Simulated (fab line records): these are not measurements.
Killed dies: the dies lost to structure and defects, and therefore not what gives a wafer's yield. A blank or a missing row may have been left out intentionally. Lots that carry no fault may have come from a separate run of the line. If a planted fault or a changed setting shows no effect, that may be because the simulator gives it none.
fab line records	flow sky130
record lots=12	wafers=36	last-day=50
route steps=708 shown SPACER@305 SD_N@356 SD_P@359 LI_CONTACT@370
lots untouched by any fault: they come from a run of this same line in which no faults occurred
start-h: hours from the record's opening day to when the first of the lot's shown wafers began	wait-h: hours from the lot's prior step to this one	" as in the row above	L1.1+2: a row that stands for several wafers	- either no value or no given start	* or withheld: withheld	< > ~ a bound
route shown NAME@n: names a module that has steps shown in the file, with the first one's number in the route	usual: mean/standard deviation taken from wafers without a fault	same: alike in all rows	chamber/n: place in a boat	sites: per-site readings	_std_site: their standard deviation	_edge_site: mean of outer sites minus mean of inner sites	radius-mm: for every site, how far away it sits from the centre of the wafer	mask NAME#n: copy n	behind: the most recent tool/chamber to have shaped the wafer	hold: why the lot was held/for how many hours/how that ended	device: whichever transistor did not switch (one of n, p or np)	end of line: the route-end tests of the same wafers	for a step that has no rows: nothing shown but its recipe	killed: count of dies lost to structure and defects at first sort (not the wafer's yield)	map: shows each die of a wafer: x if killed, . if not, _ if none is there
set.NAME: setting as actually run; set.NAME@STEP: the setting as run at that earlier step	model.NAME: the simulator's own value behind a step, which no gauge read
a sample of lots followed through the steps of the route, with each step as a table and each wafer as a row
## steps
# step SKY_SPACER_THK_MEAS_01
# recipe reads=Si3N4_of_SPACER_CVD_00
# usual SPACER_CVD_00_THK=43.0/0.44
lot.wafer	tool	chamber	start-h	wait-h	SPACER_CVD_00_THK[nm]
L320.1	film-metro-02	-	559.12	0.0	42.9
L320.2	"	-	"	"	43.2
L320.6	"	-	"	"	42.9
L322.1	film-metro-03	-	576.24	0.0	43.3
L322.3	"	-	"	"	43.4
L322.6	"	-	"	"	43.6
L324.2	film-metro-01	-	588.10	0.0	42.5
L324.3	"	-	"	"	42.7
L324.4	"	-	"	"	42.6
L326.1	film-metro-01	-	622.94	0.0	42.1
L326.2	"	-	"	"	42.4
L326.5	"	-	"	"	42.6
L328.1	film-metro-02	-	628.79	0.0	43.8
L328.2	"	-	"	"	43.4
L328.3	"	-	"	"	43.2
L332.2	film-metro-01	-	670.77	0.0	43.1
L332.5	"	-	"	"	42.8
L332.6	"	-	"	"	43.0
L335.1	film-metro-03	-	684.94	0.0	42.9
L335.5	"	-	"	"	42.8
L335.6	"	-	"	"	42.8
L336.4	film-metro-03	-	690.99	0.0	42.2
L336.5	"	-	"	"	42.6
L336.6	"	-	"	"	42.3
L337.3	film-metro-01	-	698.43	0.0	42.8
L337.4	"	-	"	"	42.4
L337.6	"	-	"	"	42.8
L338.2	film-metro-03	-	709.51	0.0	43.0
L338.3	"	-	"	"	42.9
L338.6	"	-	"	"	42.8
L339.2	film-metro-02	-	717.12	0.0	42.9
L339.4	"	-	"	"	42.9
L339.6	"	-	"	"	43.1
L340.1	film-metro-01	-	718.32	0.0	43.0
L340.2	"	-	"	"	43.1
L340.6	"	-	"	"	43.1
# step SKY_SD_N_RTA_14
# recipe temp-c=1075	time-s=2	idle-temp-c=650	ramp-up-c-per-s=150	ramp-down-c-per-s=90	ambient=N2
# usual lamp-power-pct=15.74/0.053	wafer_temp_C_max=1078.0/1.5
lot.wafer	tool	chamber	start-h	wait-h	lamp-power-pct	wafer_temp_C_max
L320.1	rtp-anneal-01	0	675.55	0.0	15.79	1077.6
L320.2	"	0	"	"	15.80	1077.0
L320.6	"	0	"	"	15.75	1077.5
L322.1	rtp-anneal-01	0	695.40	0.0	15.81	1080.8
L322.3	"	0	"	"	15.81	1077.4
L322.6	"	0	"	"	15.74	1076.8
L324.2	rtp-anneal-01	0	704.31	0.0	16.67	1109.8
L324.3	"	0	"	"	16.57	1108.8
L324.4	"	0	"	"	16.67	1112.2
L326.1	rtp-anneal-01	0	737.40	0.0	16.60	1113.2
L326.2	"	0	"	"	16.50	1108.8
L326.5	"	0	"	"	16.53	1109.5
L328.1	rtp-anneal-01	0	742.38	0.0	16.53	1108.3
L328.2	"	0	"	"	16.54	1111.6
L328.3	"	0	"	"	16.49	1108.5
L332.2	rtp-anneal-02	0	782.16	0.0	15.75	1077.8
L332.5	"	0	"	"	15.77	1079.0
L332.6	"	0	"	"	15.79	1078.9
L335.1	rtp-anneal-02	0	795.45	0.0	15.67	1078.8
L335.5	"	0	"	"	15.67	1081.0
L335.6	"	0	"	"	15.68	1077.0
L336.4	rtp-anneal-01	0	801.51	0.0	15.67	1078.4
L336.5	"	0	"	"	15.79	1078.7
L336.6	"	0	"	"	15.64	1077.4
L337.3	rtp-anneal-02	0	807.82	0.0	15.72	1076.8
L337.4	"	0	"	"	15.74	1075.8
L337.6	"	0	"	"	15.75	1077.0
L338.2	rtp-anneal-01	0	819.00	0.0	15.76	1076.8
L338.3	"	0	"	"	15.77	1078.7
L338.6	"	0	"	"	15.79	1078.1
L339.2	rtp-anneal-02	0	825.67	0.0	15.78	1076.9
L339.4	"	0	"	"	15.70	1078.4
L339.6	"	0	"	"	15.77	1079.0
L340.1	rtp-anneal-01	0	827.19	0.0	15.68	1079.6
L340.2	"	0	"	"	15.75	1081.6
L340.6	"	0	"	"	15.75	1078.5
# step SKY_SD_N_RS_MEAS_16
# recipe thk-meas-gauge=four-point-probe
# usual SD_N_RS=68.86/0.15
lot.wafer	tool	chamber	start-h	wait-h	SD_N_RS[ohm/sq]
L320.1	film-metro-03	-	675.72	0.1	68.67
L320.2	"	-	"	"	68.76
L320.6	"	-	"	"	68.67
L322.1	film-metro-04	-	695.58	0.1	69.11
L322.3	"	-	"	"	69.13
L322.6	"	-	"	"	68.80
L324.2	film-metro-03	-	704.50	0.1	62.71
L324.3	"	-	"	"	62.67
L324.4	"	-	"	"	62.78
L326.1	film-metro-04	-	737.63	0.1	62.79
L326.2	"	-	"	"	62.79
L326.5	"	-	"	"	62.71
L328.1	film-metro-04	-	742.61	0.1	62.77
L328.2	"	-	"	"	62.80
L328.3	"	-	"	"	62.82
L332.2	film-metro-03	-	782.35	0.1	68.80
L332.5	"	-	"	"	68.77
L332.6	"	-	"	"	68.75
L335.1	film-metro-03	-	795.62	0.1	68.49
L335.5	"	-	"	"	68.77
L335.6	"	-	"	"	68.81
L336.4	film-metro-04	-	801.72	0.1	69.08
L336.5	"	-	"	"	69.00
L336.6	"	-	"	"	68.92
L337.3	film-metro-04	-	808.02	0.1	69.27
L337.4	"	-	"	"	69.02
L337.6	"	-	"	"	69.18
L338.2	film-metro-04	-	819.18	0.1	69.05
L338.3	"	-	"	"	68.92
L338.6	"	-	"	"	69.08
L339.2	film-metro-01	-	825.85	0.1	69.02
L339.4	"	-	"	"	68.76
L339.6	"	-	"	"	68.87
L340.1	film-metro-01	-	827.36	0.1	68.86
L340.2	"	-	"	"	68.88
L340.6	"	-	"	"	68.97
# step SKY_SD_N_RS_MEAS_17
# recipe thk-meas-gauge=four-point-probe
# usual SD_P_RS=146.9/0.43
lot.wafer	tool	chamber	start-h	wait-h	SD_P_RS[ohm/sq]
L320.1	film-metro-03	-	675.84	0.1	146.2
L320.2	"	-	"	"	146.4
L320.6	"	-	"	"	146.3
L322.1	film-metro-04	-	695.70	0.1	147.3
L322.3	"	-	"	"	147.7
L322.6	"	-	"	"	147.1
L324.2	film-metro-03	-	704.62	0.1	117.7
L324.3	"	-	"	"	117.8
L324.4	"	-	"	"	117.6
L326.1	film-metro-04	-	737.75	0.1	118.5
L326.2	"	-	"	"	118.4
L326.5	"	-	"	"	118.5
L328.1	film-metro-04	-	742.73	0.1	118.4
L328.2	"	-	"	"	118.0
L328.3	"	-	"	"	118.1
L332.2	film-metro-03	-	782.47	0.1	146.6
L332.5	"	-	"	"	146.2
L332.6	"	-	"	"	146.4
L335.1	film-metro-03	-	795.74	0.1	146.5
L335.5	"	-	"	"	146.7
L335.6	"	-	"	"	146.6
L336.4	film-metro-04	-	801.84	0.1	147.6
L336.5	"	-	"	"	147.6
L336.6	"	-	"	"	147.4
L337.3	film-metro-04	-	808.14	0.1	147.2
L337.4	"	-	"	"	147.5
L337.6	"	-	"	"	147.7
L338.2	film-metro-04	-	819.30	0.1	147.6
L338.3	"	-	"	"	147.6
L338.6	"	-	"	"	147.1
L339.2	film-metro-01	-	825.97	0.1	147.4
L339.4	"	-	"	"	146.5
L339.6	"	-	"	"	147.2
L340.1	film-metro-01	-	827.48	0.1	146.9
L340.2	"	-	"	"	146.9
L340.6	"	-	"	"	146.8
# step SKY_LI_CONTACT_SOFTBAKE_08
# recipe temp-c=100	time-s=92.71	resist=KrF-thick
# usual plate-sensor-t-centre-C=100.88/0.0096	plate-sensor-t-edge-C=100.95/0.0095
lot.wafer	tool	chamber	start-h	wait-h	plate-sensor-t-centre-C	plate-sensor-t-edge-C
L320.1	litho-track-01	0	-	-	100.89	100.95
L320.2	"	0	"	"	100.88	100.95
L320.6	"	0	"	"	100.88	100.96
L322.1	litho-track-01	0	-	-	100.89	100.95
L322.3	"	0	"	"	100.87	100.94
L322.6	"	0	"	"	100.87	100.96
L324.2	litho-track-03	0	-	-	100.88	100.95
L324.3	"	0	"	"	100.89	100.95
L324.4	"	0	"	"	100.87	100.95
L326.1	litho-track-03	0	-	-	100.86	100.95
L326.2	"	0	"	"	100.89	100.96
L326.5	"	0	"	"	100.88	100.96
L328.1	litho-track-01	0	-	-	100.87	100.95
L328.2	"	0	"	"	100.89	100.95
L328.3	"	0	"	"	100.88	100.96
L332.2	litho-track-01	0	-	-	100.86	100.95
L332.5	"	0	"	"	100.89	100.95
L332.6	"	0	"	"	100.89	100.95
L335.1	litho-track-02	0	-	-	100.89	100.95
L335.5	"	0	"	"	100.89	100.96
L335.6	"	0	"	"	100.89	100.96
L336.4	litho-track-03	0	-	-	100.88	100.93
L336.5	"	0	"	"	100.89	100.98
L336.6	"	0	"	"	100.89	100.97
L337.3	litho-track-03	0	-	-	100.86	100.95
L337.4	"	0	"	"	100.88	100.95
L337.6	"	0	"	"	100.88	100.95
L338.2	litho-track-02	0	-	-	100.88	100.96
L338.3	"	0	"	"	100.88	100.96
L338.6	"	0	"	"	100.87	100.97
L339.2	litho-track-01	0	-	-	100.89	100.94
L339.4	"	0	"	"	100.89	100.96
L339.6	"	0	"	"	100.87	100.96
L340.1	litho-track-02	0	-	-	100.89	100.95
L340.2	"	0	"	"	100.87	100.96
L340.6	"	0	"	"	100.88	100.97
# step SKY_LI_CONTACT_CD_MEAS_12
# recipe target-cd-nm=170
# usual cd-nm=170.1/1.6
lot.wafer	tool	chamber	start-h	wait-h	cd-nm
L320.1	cd-sem-02	-	704.93	-	167.1
L320.2	"	-	"	"	168.2
L320.6	"	-	"	"	168.3
L322.1	cd-sem-01	-	730.87	-	168.1
L322.3	"	-	"	"	169.8
L322.6	"	-	"	"	168.1
L324.2	cd-sem-01	-	732.45	-	169.3
L324.3	"	-	"	"	169.1
L324.4	"	-	"	"	169.6
L326.1	cd-sem-01	-	765.58	-	171.9
L326.2	"	-	"	"	173.0
L326.5	"	-	"	"	171.7
L328.1	cd-sem-02	-	770.88	-	169.7
L328.2	"	-	"	"	168.5
L328.3	"	-	"	"	167.7
L332.2	cd-sem-01	-	810.20	-	169.6
L332.5	"	-	"	"	169.9
L332.6	"	-	"	"	170.0
L335.1	cd-sem-01	-	823.32	-	170.3
L335.5	"	-	"	"	168.4
L335.6	"	-	"	"	168.4
L336.4	cd-sem-02	-	829.58	-	169.6
L336.5	"	-	"	"	170.2
L336.6	"	-	"	"	170.5
L337.3	cd-sem-02	-	835.41	-	173.8
L337.4	"	-	"	"	173.9
L337.6	"	-	"	"	174.1
L338.2	cd-sem-02	-	847.00	-	170.9
L338.3	"	-	"	"	171.2
L338.6	"	-	"	"	170.4
L339.2	cd-sem-01	-	853.75	-	168.3
L339.4	"	-	"	"	167.2
L339.6	"	-	"	"	169.1
L340.1	cd-sem-02	-	854.57	-	168.3
L340.2	"	-	"	"	169.4
L340.6	"	-	"	"	169.4
## key
first-sign step=SKY_SD_N_RTA_14	reading=wafer_temp_C_max	direction=up	sigmas=22	usual=*	struck=*
effect step=SKY_SD_N_RTA_14	reading=lamp-power-pct	direction=up	sigmas=16	usual=15.74	struck=16.57
effect step=SKY_SD_N_RS_MEAS_16	reading=SD_N_RS	direction=down	sigmas=42	usual=68.86	struck=62.76
effect step=SKY_SD_N_RS_MEAS_17	reading=SD_P_RS	direction=down	sigmas=67	usual=146.9	struck=118.1
met-at SKY_SD_N_RTA_14
struck-lots L324,L326,L328
tester-left-out L324,L326,L328
not-acting-at SKY_SPACER_THK_MEAS_01,SKY_LI_CONTACT_SOFTBAKE_08,SKY_LI_CONTACT_CD_MEAS_12
onset-between 695.40 704.31
fault kind=process-parameter-drift	tool=rtp-anneal-01	chamber=-	onset-h=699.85	steps=SKY_SD_N_RTA_14	channel=temp-c	offset=*	shape=step	end-h=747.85	acts-in=*	stated=*
# tester-left-out: of these lots the tester's yield and bins aren't shown, on N5 and GAA mostly nor the transistor test; their killed dies are dies lost to structure and defects alone, not to doping, threshold or leakage, so they don't give the yield
